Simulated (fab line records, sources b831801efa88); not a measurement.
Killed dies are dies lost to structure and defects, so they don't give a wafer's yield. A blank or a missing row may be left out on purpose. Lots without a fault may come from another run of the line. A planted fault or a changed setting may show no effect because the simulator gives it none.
Tool commonality check | flow gf180mcu | 13 lots, 39 wafers sampled

WHY IT WAS OPENED
At GF_VT_IMPLANT_TW_MEAS_21 the reading VT_IMPLANT_2_TW is flagged on 2 of 13 lots. Wafers without a fault read 1216, standard deviation 9.5.
Rule: a lot is flagged when every wafer of it that has a number lies more than 4 standard deviations from that mean, or none has a number. The other lots count as sound.

lot  | measured     | on            | VT_IMPLANT_2_TW, wafer by wafer | flag
L543 | day 6 04:58  | film_metro-03 | 1223 1227 1226                  |
L544 | day 6 12:12  | film_metro-03 | 1228 1226 1223                  |
L545 | day 6 18:27  | film_metro-01 | 1208 1213 1206                  |
L546 | day 6 20:38  | film_metro-02 | 1209 1207 1214                  |
L548 | day 7 10:42  | film_metro-02 | 1199 1210 1206                  |
L549 | day 7 17:26  | film_metro-02 | 1215 1203 1209                  |
L551 | day 8 06:35  | film_metro-03 | 1220 1218 1225                  |
L553 | day 8 15:55  | film_metro-02 | 1197 1199 1205                  |
L554 | day 8 22:10  | film_metro-03 | 1166 1167 1167                  | FLAGGED
L555 | day 9 05:35  | film_metro-03 | 1227 1222 1228                  |
L557 | day 9 17:55  | film_metro-02 | 1162 1155 1154                  | FLAGGED
L563 | day 11 19:10 | film_metro-02 | 1218 1210 1207                  |
L565 | day 12 06:07 | film_metro-02 | 1215 1211 1206                  |
The numbers of the flagged lots are 1162 on average: -54 against the usual, or -6 standard deviations.

WHICH TOOL RAN EACH LOT
The record holds 1 process step before the reading, out of a route of 602 steps. In each cell: the tool, then ch and the chambers that the sampled wafers went through, then the start.
lot  | flag    | GF_VT_IMPLANT_IMPLANT_19
L543 |         | implanter-04 ch 0, day 6 04:43
L544 |         | implanter-01 ch 0, day 6 11:58
L545 |         | implanter-01 ch 0, day 6 18:13
L546 |         | implanter-04 ch 0, day 6 20:23
L548 |         | implanter-01 ch 0, day 7 10:28
L549 |         | implanter-04 ch 0, day 7 17:11
L551 |         | implanter-03 ch 0, day 8 06:22
L553 |         | implanter-03 ch 0, day 8 15:43
L554 | FLAGGED | implanter-03 ch 0, day 8 21:55
L555 |         | implanter-04 ch 0, day 9 05:20
L557 | FLAGGED | implanter-03 ch 0, day 9 17:41
L563 |         | implanter-04 ch 0, day 11 18:55
L565 |         | implanter-01 ch 0, day 12 05:52
What these steps do:
- GF_VT_IMPLANT_IMPLANT_19
- GF_VT_IMPLANT_TW_MEAS_21

FLAGGED OVER TOTAL, TOOL BY TOOL (the gauges that took the reading come last)
step                     | tool          | lots run | flagged | share of the flagged lots | sound lots run after its first flagged lot
GF_VT_IMPLANT_IMPLANT_19 | implanter-01  | 4        | 0       | none                      | -
GF_VT_IMPLANT_IMPLANT_19 | implanter-03  | 4        | 2       | all                       | 0
GF_VT_IMPLANT_IMPLANT_19 | implanter-04  | 5        | 0       | none                      | -
GF_VT_IMPLANT_TW_MEAS_21 | film_metro-01 | 1        | 0       | none                      | -
GF_VT_IMPLANT_TW_MEAS_21 | film_metro-02 | 7        | 1       | some                      | 2 (L563,L565)
GF_VT_IMPLANT_TW_MEAS_21 | film_metro-03 | 5        | 1       | some                      | 1 (L555)

WHAT THE TABLE ALLOWS
1 row of the table ran every flagged lot: implanter-03 at GF_VT_IMPLANT_IMPLANT_19.
- implanter-03 at GF_VT_IMPLANT_IMPLANT_19: 2 of its 4 lots flagged. Its last sound lot is L553 (day 8 15:43), its first flagged lot L554 (day 8 21:55): a fault that began between those two fits. Its own readings lie more than 4 standard deviations out on every wafer of the flagged lots: beam_energy_keV.
One tool is left: implanter-03 at GF_VT_IMPLANT_IMPLANT_19.

WHAT THE SIMULATOR HAD PUT IN
Process parameter drift: implanter-03, from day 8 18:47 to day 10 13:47, at GF_VT_IMPLANT_IMPLANT_19. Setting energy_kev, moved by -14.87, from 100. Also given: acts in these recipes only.
Lots struck among those shown: L554, L557. The rule above found the same.
